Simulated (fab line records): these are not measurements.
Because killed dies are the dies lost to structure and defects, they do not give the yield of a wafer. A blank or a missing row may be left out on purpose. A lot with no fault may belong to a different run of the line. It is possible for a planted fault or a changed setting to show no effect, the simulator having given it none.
Tool commonality check	flow gf180mcu	Lots sampled 11, wafers sampled 33

WHAT PROMPTED THE OPENING
2 of 11 lots carry a flag on the reading TOP_METAL_ALCU_RS at GF_TOP_METAL_RS_MEAS_05. Fault-free wafers read 0.03277 ohm/sq, with a standard deviation of 0.00029.
Rule: a lot gets a flag if all its wafers with a number sit over 4 standard deviations from that mean, or if no wafer of it has a number. As for the other lots, they are considered sound.

lot	measured	on	TOP_METAL_ALCU_RS (ohm/sq), wafer by wafer	flag
L403	day 27 07:02	filmMetro-03	0.03266 0.03276 0.03254	
L405	day 27 21:43	filmMetro-03	0.03292 0.0331 0.03324	
L411	day 29 22:26	filmMetro-02	0.05504 0.05537 0.05531	FLAGGED
L413	day 30 07:41	filmMetro-03	0.05438 0.05516 0.05465	FLAGGED
L418	day 31 20:53	filmMetro-02	0.03255 0.03282 0.03267	
L419	day 31 22:50	filmMetro-01	0.0322 0.03246 0.03234	
L420	day 31 23:50	filmMetro-02	0.03265 0.03284 0.03284	
L421	day 32 08:25	filmMetro-02	0.03258 0.03256 0.03299	
L422	day 32 10:29	filmMetro-03	0.03309 0.03277 0.03297	
L423	day 32 16:15	filmMetro-02	0.03299 0.03276 0.03281	
L426	day 33 17:26	filmMetro-02	0.03307 0.03243 0.0327	
On average the flagged lots' numbers are 0.05498 ohm/sq, which is +0.02221 ohm/sq against the usual, or +77 standard deviations.

WHICH TOOL RAN EACH LOT
The record holds 4 process steps before the reading, out of a route of 602 steps. In each cell: the tool, then ch and the chambers that the sampled wafers went through, then the start.
lot	flag	GF_M5_METAL_ETCH_10	GF_V5_CVD_02	GF_TOP_METAL_SPUTTER_00	GF_TOP_METAL_SPUTTER_02
L403		rieMetal-01 ch 0,1, day 26 07:28	pecvd-02 ch 0,1,2, day 26 08:14	pvdSputter-02, day 27 06:47	pvdSputter-02, day 27 06:56
L405		rieMetal-02 ch 0,1, day 26 22:38	pecvd-04 ch 1,2, day 26 23:25	pvdSputter-01, day 27 21:28	pvdSputter-01, day 27 21:36
L411	FLAGGED	rieMetal-02 ch 0,1, day 29 00:08	pecvd-04 ch 1,2, day 29 00:56	pvdSputter-02, day 29 22:13	pvdSputter-02, day 29 22:21
L413	FLAGGED	rieMetal-01 ch 0,1, day 29 09:28	pecvd-04 ch 1,2, day 29 10:17	pvdSputter-02, day 30 07:28	pvdSputter-02, day 30 07:36
L418		rieMetal-03 ch 1, day 31 00:19	pecvd-04 ch 0,1, day 31 01:10	pvdSputter-01, day 31 20:38	pvdSputter-01, day 31 20:46
L419		rieMetal-02 ch 0,1, day 31 01:46	pecvd-02 ch 0,1,2, day 31 02:30	pvdSputter-04, day 31 22:34	pvdSputter-04, day 31 22:42
L420		rieMetal-01 ch 0,1, day 31 04:19	pecvd-02 ch 0,1, day 31 05:03	pvdSputter-01, day 31 23:34	pvdSputter-01, day 31 23:42
L421		rieMetal-03 ch 0,1, day 31 12:56	pecvd-04 ch 0,1,2, day 31 13:42	pvdSputter-01, day 32 08:12	pvdSputter-01, day 32 08:20
L422		rieMetal-02 ch 0,1, day 31 13:56	pecvd-01 ch 0,2, day 31 14:47	pvdSputter-01, day 32 10:14	pvdSputter-01, day 32 10:22
L423		rieMetal-02 ch 0,1, day 31 21:05	pecvd-01 ch 0,1,2, day 31 21:51	pvdSputter-01, day 32 16:00	pvdSputter-01, day 32 16:08
L426		rieMetal-03 ch 0, day 32 22:20	pecvd-02 ch 1,2, day 32 23:06	pvdSputter-02, day 33 17:11	pvdSputter-02, day 33 17:19
What the steps here do:
- GF_M5_METAL_ETCH_10: etches the open film in Cl2/BCl3, stops on SiO2, target depth 750.8 nm, time 125.1 s.
- GF_V5_CVD_02: deposits SiO2 from TEOS, target thk 1450 nm, time 163.28 s.
- GF_TOP_METAL_SPUTTER_00: material Ti, target thk 37.5 nm, time 147.6 s.
- GF_TOP_METAL_SPUTTER_02: material AlCu, target thk 900 nm, time 47.82 s.
- GF_TOP_METAL_RS_MEAS_05: measures by four-point-probe.

FLAGGED OVER TOTAL, TOOL BY TOOL (the gauges that took the reading come last)
step	tool	lots run	flagged	share of the flagged lots	sound lots run after its first flagged lot
GF_M5_METAL_ETCH_10	rieMetal-01	3	1	some	1 (L420)
GF_M5_METAL_ETCH_10	rieMetal-02	5	1	some	3 (L419,L422,L423)
GF_M5_METAL_ETCH_10	rieMetal-03	3	0	none	-
GF_V5_CVD_02	pecvd-01	2	0	none	-
GF_V5_CVD_02	pecvd-02	4	0	none	-
GF_V5_CVD_02	pecvd-04	5	2	all	2 (L418,L421)
GF_TOP_METAL_SPUTTER_00	pvdSputter-01	6	0	none	-
GF_TOP_METAL_SPUTTER_00	pvdSputter-02	4	2	all	1 (L426)
GF_TOP_METAL_SPUTTER_00	pvdSputter-04	1	0	none	-
GF_TOP_METAL_SPUTTER_02	pvdSputter-01	6	0	none	-
GF_TOP_METAL_SPUTTER_02	pvdSputter-02	4	2	all	1 (L426)
GF_TOP_METAL_SPUTTER_02	pvdSputter-04	1	0	none	-
GF_TOP_METAL_RS_MEAS_05	filmMetro-01	1	0	none	-
GF_TOP_METAL_RS_MEAS_05	filmMetro-02	6	1	some	5 (L418,L420,L421,L423,L426)
GF_TOP_METAL_RS_MEAS_05	filmMetro-03	4	1	some	1 (L422)

THE TABLE: WHAT IT ALLOWS
Every flagged lot was run by 3 rows of the table: pecvd-04 at GF_V5_CVD_02, pvdSputter-02 at GF_TOP_METAL_SPUTTER_00 and pvdSputter-02 at GF_TOP_METAL_SPUTTER_02.
- pecvd-04 at GF_V5_CVD_02: 2 of its 5 lots flagged. Lots that were sound ran on it after the first flagged one (L418, L421); a persistent fault on the entire tool would not allow that.
- pvdSputter-02 at GF_TOP_METAL_SPUTTER_00: 2 of its 4 lots flagged. Lots that were sound ran on it after the first flagged one (L426); a persistent fault on the entire tool would not allow that.
- pvdSputter-02 at GF_TOP_METAL_SPUTTER_02: 2 of its 4 lots flagged. Lots that were sound ran on it after the first flagged one (L426); a persistent fault on the entire tool would not allow that. Its own readings (cathodeDcPowerW) fall more than 4 standard deviations out on all wafers of the flagged lots.
Not one row of the table ran every flagged lot while running no sound lot after the first.

WHAT THE SIMULATOR HAD PUT IN
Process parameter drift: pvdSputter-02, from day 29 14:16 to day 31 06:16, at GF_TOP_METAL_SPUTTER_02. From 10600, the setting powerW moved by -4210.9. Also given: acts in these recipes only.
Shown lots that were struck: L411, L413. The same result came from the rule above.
